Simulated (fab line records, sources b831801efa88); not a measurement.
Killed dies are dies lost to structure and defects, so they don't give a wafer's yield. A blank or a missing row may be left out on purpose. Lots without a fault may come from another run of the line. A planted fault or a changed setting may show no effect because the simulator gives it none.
A struck lot beside a sound one | flow gf180mcu | 15 steps out of a route of 602
Sound: wafers L648.3, L648.5, L648.6. Struck: wafers L659.2, L659.6. (L659.3 of the same lot was not struck and is left out.) The cause comes at the end.
At each step with rows: each side's tool, then ch and its chambers, then its first start. Under that, the readings that differ: sound wafers | struck wafers | difference of the means | sigmas: that difference in standard deviations of wafers without a fault.
alike: readings whose means differ by less than 2 such deviations, and words and numbers that are the same on both sides. not compared: withheld readings, readings that some wafer has no value for, bounds like >300 that may hide the same value, and numbers for which the record gives no deviation and whose values overlap.
The two part at a step that has a row with sigmas, a row that says differs or no value, or rows on one side only. Numbers that don't overlap but have no deviation are shown without sigmas and don't part them. A reading that every wafer of one side lacks parts them only if that side has two wafers or more.

GF_V5_OVL_MEAS_15:
  sound on overlay-01, day 27 00:41; struck on overlay-01, day 30 15:14
  alike: V5_OVL
GF_V5_ETCH_16: etches BARC in N2/H2.
  sound on rie_diel-04 ch 0,1, day 27 00:42; struck on rie_diel-02 ch 0,1, day 30 15:16
  alike: drypump_motor_current_A, oes_product_au, throttle_valve_pct
GF_V5_ETCH_17: etches SiO2 in C4F8/O2/Ar, stops on TiN, target depth 855 nm.
  sound on rie_diel-04 ch 0,1; struck on rie_diel-02 ch 0,1
  alike: oes_product_au
then, 3 steps without rows for these wafers: GF_V5_STRIP_18 (strips in O2/N2); GF_V5_STRIP_19 (strips in post etch residue remover, time 1200 s); GF_V5_CLEAN_20 (cleans in DIW).
GF_V5_SPUTTER_21: material Ti, target thk 15 nm, time 80.02 s.
  sound on pvd_sputter-01, day 27 01:23; struck on pvd_sputter-03, day 30 15:57
  alike: throttle_valve_pct
GF_V5_SPUTTER_22: material TiN, target thk 10 nm, time 40 s.
  sound on pvd_sputter-01, day 27 01:27; struck on pvd_sputter-03, day 30 16:01
  alike: throttle_valve_pct
then, 1 step without rows for these wafers: GF_V5_CVD_23 (deposits W, target thk 350 nm, time 104.9 s).
GF_V5_RS_MEAS_24: measures by four-point-probe.
  sound on film_metro-01, day 27 01:38; struck on film_metro-01, day 30 16:11
  alike: V5_W_RS
GF_V5_THK_MEAS_25: measures by xrf.
  sound on film_metro-01, day 27 01:44; struck on film_metro-01, day 30 16:18
  alike: V5_W_THK
GF_V5_CMP_26: polishes, stops on SiO2, t overpolish 15 s, target thk 0 nm.
  sound on cmp-01 ch 1,2, day 27 01:50; struck on cmp-02 ch 0,3, day 30 16:21
  alike: motor_current_A, overpolish_run_s, slurry_flow_ml_min, time_to_endpoint_s
GF_TOP_METAL_SPUTTER_00: material Ti, target thk 37.5 nm, time 150 s.
  sound on pvd_sputter-02, day 27 02:05; struck on pvd_sputter-04, day 30 16:39
  reading                                      | sound            | struck      | difference | sigmas
  model.Ti_of_TOP_METAL_SPUTTER_00.thk_nm (nm) | 37.18 37.1 37.45 | 39.32 39.36 | +2.10      |
  alike: throttle_valve_pct
then, 2 steps without rows for these wafers: GF_TOP_METAL_SPUTTER_01 (material TiN, target thk 30 nm, time 25 s); GF_PASSIVATION_PROBE_99.

WHERE THEY PART
Nowhere in this record.

WHY: what the simulator had put in
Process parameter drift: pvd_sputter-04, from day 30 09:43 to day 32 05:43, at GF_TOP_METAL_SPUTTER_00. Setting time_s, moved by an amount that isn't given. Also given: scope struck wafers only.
